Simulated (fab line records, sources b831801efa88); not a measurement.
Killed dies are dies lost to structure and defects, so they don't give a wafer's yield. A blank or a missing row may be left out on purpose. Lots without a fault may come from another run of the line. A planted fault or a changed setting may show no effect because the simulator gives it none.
fab line records | flow gf180mcu
record lots=6 wafers=18 last_day=34
route steps=602 shown V3@440 M4@456
lots that met no fault: from a run of the same line without faults
start_h: hours from the record's first day to the start of the lot's first wafer shown | wait_h: hours since the lot's step before | " the same as in the row above | L1.1+2: a row that stands for several wafers | - no value, or no start given | * or withheld: withheld | < > ~ a bound
route shown NAME@n: a module of which the file shows steps, and the number in the route of the first | usual: mean/standard deviation of fault-free wafers | same: alike in all rows | chamber/n: place in a boat | sites: the reading at each site | _std_site: their standard deviation | _edge_site: outer sites' mean less inner sites' | radius_mm: how far each site lies from the wafer's centre | mask NAME#n: copy n | behind: the tool/chamber that last shaped the wafer | hold: why the lot was held/for how many hours/how that ended | device: the transistor (n, p or np) that didn't switch | end of line: the same wafers' tests at the end of the route | a step without rows: its recipe alone | killed: dies lost to structure and defects at the first sort, not the wafer's yield | map: a wafer's dies, x killed, . not, _ none there
set.NAME: the setting as run; set.NAME@STEP: as run at that earlier step | model.NAME: the simulator's own value behind a step, which no gauge read
lots at some steps of the route; a table a step, a row a wafer
services: from which hour (start_h, from the record's first day; less than 0 if before it) a tool's chamber was out of use, for how many hours, and why
## steps
# step GF_V3_EXPOSE_11
# recipe mask_id=Via3 target_cd_nm=260 na=0.68 source_shape=conventional sigma_outer=0.6 dose_mj=38
# step GF_V3_PEB_12
# recipe peb_temp_c=135 peb_time_s=90 resist=KrF
# step GF_V3_DEVELOP_13
# recipe develop_time_s=60 resist=KrF dev_temp_c=21
# step GF_V3_CD_MEAS_14
# recipe target_cd_nm=260
# usual cd_nm=259.7/1.1
# columns lot.wafer tool chamber start_h wait_h cd_nm
L804.1 cd_sem-02 - 525.38 0.1 259.0
L804.2 " - " " 260.2
L804.4 " - " " 261.6
L812.1 cd_sem-02 - 598.57 0.1 258.0
L812.4 " - " " 258.2
L812.5 " - " " 258.2
L814.1 cd_sem-02 - 615.73 0.1 260.7
L814.3 " - " " 260.1
L814.5 " - " " 261.5
L816.1 cd_sem-02 - 629.73 0.1 260.6
L816.3 " - " " 259.7
L816.5 " - " " 259.8
L817.2 cd_sem-02 - 634.20 0.1 260.4
L817.3 " - " " 260.9
L817.6 " - " " 259.8
L825.1 cd_sem-02 - 680.56 0.1 257.6
L825.2 " - " " 259.5
L825.3 " - " " 259.4
# step GF_V3_OVL_MEAS_15
# usual V3_OVL=2/5.2
# columns lot.wafer tool chamber start_h wait_h V3_OVL[nm]
L804.1 overlay-02 - 525.50 0.1 5
L804.2 " - " " 6
L804.4 " - " " 2
L812.1 overlay-01 - 598.69 0.1 -3
L812.4 " - " " 2
L812.5 " - " " -3
L814.1 overlay-01 - 615.85 0.1 2
L814.3 " - " " -4
L814.5 " - " " -6
L816.1 overlay-01 - 629.85 0.1 8
L816.3 " - " " 10
L816.5 " - " " 8
L817.2 overlay-01 - 634.31 0.1 9
L817.3 " - " " 7
L817.6 " - " " -1
L825.1 overlay-01 - 680.68 0.1 -2
L825.2 " - " " -1
L825.3 " - " " -6
# step GF_V3_ETCH_16
# recipe chemistry=N2/H2 target_depth_a=withheld overetch_a=withheld time_s=withheld target=BARC ion_energy_ev=200 source_w=500 bias_w=100 pressure_mtorr=30 n2_flow_sccm=100 h2_flow_sccm=200
# usual drypump_motor_current_A=5.7/0.53 n2_flow_sccm=99.99/0.28 oes_product_au=0.856/0.0047 throttle_valve_pct=13.224/0.0088
# columns lot.wafer tool chamber start_h wait_h drypump_motor_current_A n2_flow_sccm oes_product_au throttle_valve_pct
L804.1 rie_diel-01 3 525.53 0.0 6.2 100.17 0.855 13.218
L804.2 " 1 " " 4.7 99.93 0.853 13.221
L804.4 " 0 " " 5.3 100.41 0.864 13.213
L812.1 rie_diel-03 1 598.73 0.0 5.7 100.19 0.852 13.236
L812.4 " 1 " " 5.7 100.21 0.858 13.225
L812.5 " 3 " " 6.1 99.50 0.861 13.230
L814.1 rie_diel-04 0 615.89 0.0 6.3 99.89 0.861 13.220
L814.3 " 2 " " 5.7 100.05 0.853 13.226
L814.5 " 0 " " 6.3 100.02 0.860 13.229
L816.1 rie_diel-04 2 629.89 0.0 5.7 100.14 0.853 13.236
L816.3 " 1 " " 6.4 99.99 0.851 13.234
L816.5 " 0 " " 6.3 100.22 0.857 13.230
L817.2 rie_diel-03 2 634.34 0.0 5.9 99.66 0.853 13.209
L817.3 " 3 " " 6.0 99.70 0.856 13.208
L817.6 " 3 " " 6.1 99.80 0.861 13.229
L825.1 rie_diel-04 0 680.72 0.0 6.3 99.75 0.851 13.234
L825.2 " 2 " " 5.7 100.36 0.859 13.235
L825.3 " 1 " " 6.4 100.37 0.850 13.236
# step GF_V3_ETCH_17
# recipe chemistry=C4F8/O2/Ar mask_material=KrF target=SiO2 stop_on=TiN source_w=1500 bias_w=1200 pressure_mtorr=40 c4f8_flow_sccm=withheld O2_flow_sccm=6 Ar_flow_sccm=300 time_s=withheld target_depth_a=6350
# usual oes_product_au=0.856/0.0052
# columns lot.wafer tool chamber start_h wait_h oes_product_au
L804.1 rie_diel-01 3 - - 0.863
L804.2 " 1 " " 0.850
L804.4 " 0 " " 0.857
L812.1 rie_diel-03 1 - - 0.857
L812.4 " 1 " " 0.854
L812.5 " 3 " " 0.863
L814.1 rie_diel-04 0 - - 0.854
L814.3 " 2 " " 0.849
L814.5 " 0 " " 0.856
L816.1 rie_diel-04 2 - - 0.866
L816.3 " 1 " " 0.855
L816.5 " 0 " " 0.854
L817.2 rie_diel-03 2 - - 0.855
L817.3 " 3 " " 0.854
L817.6 " 3 " " 0.854
L825.1 rie_diel-04 0 - - 0.860
L825.2 " 2 " " 0.862
L825.3 " 1 " " 0.868
# step GF_V3_STRIP_18
# recipe chemistry=O2/N2 power_w=1400 pressure_mtorr=1500 platen_temp_c=250 o2_flow_sccm=3000 n2_flow_sccm=300 overash_fraction=0.5
# step GF_V3_STRIP_19
# recipe chemistry=post_etch_residue_remover time_s=1200 temp_c=72.5
# step GF_V3_CLEAN_20
# recipe chemistry=DIW dry=n2_spin
# step GF_V3_SPUTTER_21
# recipe material=Ti target_thk_nm=15 chamber_pressure_pa=5 power_w=2500 substrate_temp_c=200 time_s=80.02
# usual cathode_dc_power_W=2500.0/0.45 throttle_valve_pct=30.0/0.91
# columns lot.wafer tool chamber start_h wait_h cathode_dc_power_W throttle_valve_pct
L804.1 pvd_sputter-01 - 526.20 0.0 2499.9 31.4
L804.2 " - " " 2499.2 29.5
L804.4 " - " " 2499.4 30.0
L812.1 pvd_sputter-01 - 599.39 0.0 2500.2 30.2
L812.4 " - " " 2499.1 29.7
L812.5 " - " " 2500.3 29.9
L814.1 pvd_sputter-01 - 616.56 0.0 2501.2 29.8
L814.3 " - " " 2500.9 29.6
L814.5 " - " " 2500.0 29.4
L816.1 pvd_sputter-02 - 630.58 0.0 2499.9 31.7
L816.3 " - " " 2500.3 29.0
L816.5 " - " " 2500.2 30.9
L817.2 pvd_sputter-04 - 635.00 0.0 2500.9 29.8
L817.3 " - " " 2499.8 28.7
L817.6 " - " " 2499.9 30.0
L825.1 pvd_sputter-01 - 681.39 0.0 2499.9 29.7
L825.2 " - " " 2499.9 30.2
L825.3 " - " " 2500.6 29.8
# step GF_V3_SPUTTER_22
# recipe material=TiN target_thk_nm=10 chamber_pressure_pa=5 power_w=4000 time_s=40
# usual cathode_dc_power_W=3999.9/0.64 throttle_valve_pct=30.0/0.89
# columns lot.wafer tool chamber start_h wait_h cathode_dc_power_W throttle_valve_pct
L804.1 pvd_sputter-01 - 526.26 0.0 3999.4 31.3
L804.2 " - " " 3999.6 29.5
L804.4 " - " " 3999.0 29.7
L812.1 pvd_sputter-01 - 599.45 0.0 4000.7 30.1
L812.4 " - " " 3999.5 29.6
L812.5 " - " " 4000.2 29.9
L814.1 pvd_sputter-01 - 616.62 0.0 3999.7 30.0
L814.3 " - " " 3999.2 29.7
L814.5 " - " " 4000.6 29.8
L816.1 pvd_sputter-02 - 630.64 0.0 4000.1 31.6
L816.3 " - " " 4000.8 29.0
L816.5 " - " " 4000.3 30.8
L817.2 pvd_sputter-04 - 635.06 0.0 3999.5 29.7
L817.3 " - " " 4001.4 28.8
L817.6 " - " " 4000.2 29.7
L825.1 pvd_sputter-01 - 681.45 0.0 4001.4 29.4
L825.2 " - " " 3998.7 30.3
L825.3 " - " " 3999.1 29.5
# step GF_V3_CVD_23
# recipe material=W target_thk_nm=350 time_s=104.9 temp_c=400 pressure_torr=40
# usual heater_power_w=823/33
# columns lot.wafer tool chamber start_h wait_h heater_power_w model.W_of_V3_CVD_23.thk_nm
L804.1 cvd_w-02 0 526.30 0.0 775 351.9
L804.2 " 1 " " 857 358.2
L804.4 " 0 " " 776 350.8
L812.1 cvd_w-01 1 599.49 0.0 822 352.5
L812.4 " 0 " " 821 357.6
L812.5 " 1 " " 812 350.6
L814.1 cvd_w-02 1 616.66 0.0 855 351.1
L814.3 " 1 " " 891 350.5
L814.5 " 0 " " 802 347.3
L816.1 cvd_w-02 0 630.68 0.0 782 536
L816.3 " 0 " " 778 538.3
L816.5 " 0 " " 785 542
L817.2 cvd_w-02 0 635.14 0.1 801 533.9
L817.3 " 0 " " 798 539.5
L817.6 " 0 " " 786 537
L825.1 cvd_w-01 1 681.49 0.0 828 357
L825.2 " 0 " " 837 353.8
L825.3 " 0 " " 826 351.1
# step GF_V3_RS_MEAS_24
# recipe thk_meas_gauge=four-point-probe reads=W_of_V3_CVD_23+TiN_of_V3_SPUTTER_22+Ti_of_V3_SPUTTER_21
# usual V3_W_RS=0.325/0.0039
# columns lot.wafer tool chamber start_h wait_h V3_W_RS[ohm/sq]
L804.1 film_metro-02 - 526.41 0.1 0.326
L804.2 " - " " 0.320
L804.4 " - " " 0.327
L812.1 film_metro-01 - 599.61 0.1 0.324
L812.4 " - " " 0.320
L812.5 " - " " 0.326
L814.1 film_metro-02 - 616.77 0.1 0.327
L814.3 " - " " 0.327
L814.5 " - " " 0.330
L816.1 film_metro-02 - 630.91 0.2 0.213
L816.3 " - " " 0.212
L816.5 " - " " 0.211
L817.2 film_metro-03 - 635.35 0.2 0.214
L817.3 " - " " 0.212
L817.6 " - " " 0.213
L825.1 film_metro-03 - 681.60 0.1 0.321
L825.2 " - " " 0.324
L825.3 " - " " 0.327
# step GF_V3_THK_MEAS_25
# recipe thk_meas_gauge=xrf reads=W_of_V3_CVD_23
# usual V3_W_THK=360/7.1
# columns lot.wafer tool chamber start_h wait_h V3_W_THK[nm]
L804.1 film_metro-02 - 526.53 0.1 364
L804.2 " - " " 371
L804.4 " - " " 363
L812.1 film_metro-01 - 599.73 0.1 370
L812.4 " - " " 374
L812.5 " - " " 368
L814.1 film_metro-02 - 616.89 0.1 364
L814.3 " - " " 362
L814.5 " - " " 360
L816.1 film_metro-02 - 631.03 0.1 -
L816.3 " - " " -
L816.5 " - " " -
L817.2 film_metro-03 - 635.46 0.1 540
L817.3 " - " " 544
L817.6 " - " " 539
L825.1 film_metro-03 - 681.72 0.1 356
L825.2 " - " " 352
L825.3 " - " " 351
# step GF_V3_CMP_26
# recipe stop_on=SiO2 down_force_psi=3.5 platen_rpm=60 t_overpolish_s=15 target_thk_nm=0 pad_velocity_m_s=0.94248
# usual motor_current_A=10.4/0.83 platen_rpm=60.00/0.038 time_to_endpoint_s=87/4.6
# columns lot.wafer tool chamber start_h wait_h motor_current_A platen_rpm time_to_endpoint_s
L804.2 cmp-01 2 526.59 0.0 11.6 59.98 84
L804.1 " 3 " " 10.8 59.97 91
L804.4 " 0 " " 10.0 59.97 84
L812.4 cmp-02 1 599.79 0.0 9.5 60.03 90
L812.1 " 2 " " 9.8 59.96 89
L812.5 " 2 " " 10.1 59.98 88
L814.1 cmp-01 1 617.00 0.1 11.4 59.95 81
L814.3 " 2 " " 11.1 60.02 83
L814.5 " 0 " " 9.8 60.02 85
L816.3 cmp-01 1 631.09 0.0 10.4 60.03 126
L816.1 " 2 " " 11.9 60.03 123
L816.5 " 1 " " 10.6 59.98 125
L817.2 cmp-02 3 635.51 0.0 10.1 59.93 124
L817.3 " 0 " " 11.9 60.02 143
L817.6 " 0 " " 11.4 59.99 138
L825.3 cmp-01 0 681.83 0.1 10.0 59.96 82
L825.1 " 1 " " 10.8 60.04 80
L825.2 " 2 " " 11.5 60.00 80
# step GF_M4_SPUTTER_00
# recipe material=Ti target_thk_nm=37.5 arriving_ion_energy_ev=80 substrate_temp_c=200 chamber_pressure_pa=2 power_w=4000 time_s=150
# usual cathode_dc_power_W=4000.0/0.72 throttle_valve_pct=29.9/0.88
# columns lot.wafer tool chamber start_h wait_h cathode_dc_power_W throttle_valve_pct
L804.1 pvd_sputter-02 - 526.89 0.2 4000.2 28.8
L804.2 " - " " 3999.7 29.0
L804.4 " - " " 4000.4 31.7
L812.1 pvd_sputter-02 - 600.09 0.2 4000.6 29.3
L812.4 " - " " 4000.9 31.7
L812.5 " - " " 3999.6 28.7
L814.1 pvd_sputter-02 - 617.25 0.2 3999.5 29.3
L814.3 " - " " 3999.0 31.6
L814.5 " - " " 4000.7 28.9
L816.1 pvd_sputter-03 - 631.39 0.2 3998.8 30.8
L816.3 " - " " 4000.6 28.6
L816.5 " - " " 3999.8 30.5
L817.2 pvd_sputter-01 - 635.81 0.2 4000.0 29.4
L817.3 " - " " 4000.1 30.1
L817.6 " - " " 3999.9 30.3
L825.1 pvd_sputter-02 - 682.08 0.1 3999.9 31.5
L825.2 " - " " 3998.9 30.6
L825.3 " - " " 4000.0 29.2
## services
# columns tool chamber start_h hours kind
pvd_sputter-04 - 520.94 4.1 repair
rie_diel-03 3 529.27 9.5 repair
rie_diel-04 1 534.47 - clean
rie_diel-04 1 534.47 19.2 scheduled_down
rie_diel-04 1 534.47 19.2 vent_cycle
pvd_sputter-01 - 540.59 1.0 repair
pvd_sputter-02 0 564.07 - consumable_replace:kit
pvd_sputter-02 0 564.07 18.0 scheduled_down
cmp-02 - 575.65 10.0 pm
rie_diel-03 2 578.77 13.0 repair
pvd_sputter-02 - 582.03 9.0 repair
cmp-01 - 602.98 4.0 pm
rie_diel-04 0 603.08 8.2 repair
cmp-02 - 607.50 1.4 repair
pvd_sputter-01 3 630.11 - consumable_replace:kit
pvd_sputter-01 3 630.11 18.0 scheduled_down
pvd_sputter-01 3 630.11 18.0 vent_cycle
cmp-01 - 637.96 8.0 pm
pvd_sputter-03 - 644.69 2.2 repair
rie_diel-03 - 655.83 1.2 repair
rie_diel-03 0 659.62 5.5 repair
cmp-01 - 672.08 5.1 pm
cvd_w-01 - 678.19 2.8 repair
cmp-02 - 679.00 1.1 repair
## key
first_sign step=GF_V3_RS_MEAS_24 reading=V3_W_RS direction=down sigmas=29 usual=0.325 struck=0.213
effect step=GF_V3_THK_MEAS_25 reading=V3_W_THK direction=missing
effect step=GF_V3_CMP_26 reading=time_to_endpoint_s direction=up sigmas=9.3 usual=* struck=*
model_effect step=GF_V3_CVD_23 value=W_of_V3_CVD_23.thk_nm without=347.2 struck=537.8
met_at GF_V3_CVD_23
struck_wafers L816.1,L816.3,L816.5,L817.2,L817.3,L817.6
onset_between 616.66 630.68
fault kind=process_parameter_drift tool=cvd_w-02 chamber=- onset_h=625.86 steps=GF_V3_CVD_23 channel=target_thk_nm offset=190.62 shape=step end_h=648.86 acts_in=these_recipes_only stated=350
